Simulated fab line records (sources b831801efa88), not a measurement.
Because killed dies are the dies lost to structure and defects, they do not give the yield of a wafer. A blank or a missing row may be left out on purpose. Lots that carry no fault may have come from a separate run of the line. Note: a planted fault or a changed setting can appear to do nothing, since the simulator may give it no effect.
A lot that was struck, set against a sound lot    flow sky130    17 steps out of a route of 708
Sound: the wafers L108.3, L108.4, L108.5. Struck: wafers L115.3, L115.4, L115.5. Last of all comes the cause.
Each step with rows lists, per side, the tool, then ch with its chambers, then its first start. Under that, the readings that differ: sound wafers    struck wafers    difference of the means    sigmas: that difference in standard deviations of wafers without a fault.
alike: words and numbers the same on both sides, and readings whose means are apart by under 2 such deviations; not compared: readings that were withheld, readings missing a value for some wafer, numbers with overlapping values and no deviation given by the record, and bounds like >300 which may hide the same value.
Wherever a step has rows on one side only, a row that says differs or no value, or a row with sigmas, the two part there. When numbers do not overlap yet have no deviation, they are printed without sigmas and do not part them. A reading that every wafer of one side lacks parts them only if that side has two wafers or more.

first, 1 step without rows for these wafers: SKY_LDD_N_IMPLANT_15.
SKY_LDD_N_STRIP_16: strips in O2/N2.
  sound on plasma-asher-01 ch 0,1, day 19 08:41; struck on plasma-asher-03 ch 0,1, day 21 13:42
  alike: drypump-motor-current-A, oes-product-au, strip-time-to-endpoint-s
  not compared: rf-hours-counter-h
SKY_LDD_N_TW_MEAS_17:
  sound on film-metro-04 at day 19 08:47; struck on film-metro-01 at day 21 13:47
  alike: LDD_N_TW
then, 7 steps without rows for these wafers: SKY_LDD_P_DEHYDRATE_00 (time 60 s); SKY_LDD_P_HMDS_01 (prime time 60 s); SKY_LDD_P_COAT_02 (resist thk 1140 nm); SKY_LDD_P_SOFTBAKE_03 (time 60 s); SKY_LDD_P_EXPOSE_04 (exposes mask PSDM, target cd 380 nm); SKY_LDD_P_PEB_05; SKY_LDD_P_DEVELOP_06 (develop time 60 s).
SKY_LDD_P_CD_MEAS_07: the cd target is 380 nm.
  sound on cd-sem-02 at day 20 15:39; struck on cd-sem-01 at day 22 18:57
  alike: cd-nm
SKY_LDD_P_OVL_MEAS_08:
  sound on overlay-01 at day 20 15:45; struck on overlay-01 at day 22 19:03
  alike: LDD_P_OVL
SKY_LDD_P_IMPLANT_09:
  sound on implanter-03 ch 0, day 20 15:49; struck on implanter-01 ch 0, day 22 19:26
  alike: dose-ions-cm2
SKY_LDD_P_STRIP_10: strips in O2/N2.
  sound on plasma-asher-02 ch 0,1, day 20 15:57; struck on plasma-asher-02 ch 0,1, day 22 19:34
  alike: drypump-motor-current-A, oes-product-au, strip-time-to-endpoint-s
  not compared: rf-hours-counter-h
SKY_LDD_P_TW_MEAS_11:
  sound on film-metro-01 at day 20 16:02; struck on film-metro-02 at day 22 19:46
reading   sound        struck       difference  sigmas
LDD_P_TW  643 639 639  791 787 797  +151        +47
then, 1 step without rows for these wafers: SKY_LDD_HVN_DEHYDRATE_00 (time 60 s).
-- the record jumps here: 26 days lie between the struck wafers' starts before and after (it left off in module LDD_HVN and takes up again in module PAD_OPEN, whose first step shown is number 708 of the route) --
SKY_PAD_OPEN_PROBE_99:
  sound on prober-02 at day 46 23:05; struck on prober-02 at day 48 09:02
reading                                  sound              struck             difference  sigmas
model.etest.tip-p.rs-ohm-sq              6819 6888 6902     3952 3969 3952     -2912       
model.etest.pfet_01v8.r-on-ohm-um        2983 2980 3054     2661 2670 2688     -333        
model.etest.pfet_01v8.drive-ua-um        182.8 183.9 180.9  215.2 217.2 211.8  +32.2       
model.etest.pfet_01v8_hvt.drive-ua-um    136.5 137.4 135.2  162.8 163.7 158.6  +25.3       
model.etest.sram-pfet-latch.drive-ua-um  134.1 134.5 138.5  160.5 164.7 156.9  +25.0       
model.etest.pfet_01v8_mvt.drive-ua-um    145.6 145.5 143.7  156.4 156.9 156.6  +11.7       
model.etest.pfet_01v8_lvt.drive-ua-um    165.9 168.6 164.5  179.4 182.2 180.5  +14.4       
  alike: killed_at_M0_to_M3, killed_at_M4_up, killed-at-contacts, killed-at-front-end, killed-at-other, killed-dies, killed-open, killed-short
  not compared: model.etest.tip-p.rs-ohm-sq-range

## WHERE THEY PART
Only at SKY_LDD_P_TW_MEAS_11, within this record. Later steps at which nothing parts them and some readings are alike: SKY_PAD_OPEN_PROBE_99.

WHY: what had been put in by the simulator
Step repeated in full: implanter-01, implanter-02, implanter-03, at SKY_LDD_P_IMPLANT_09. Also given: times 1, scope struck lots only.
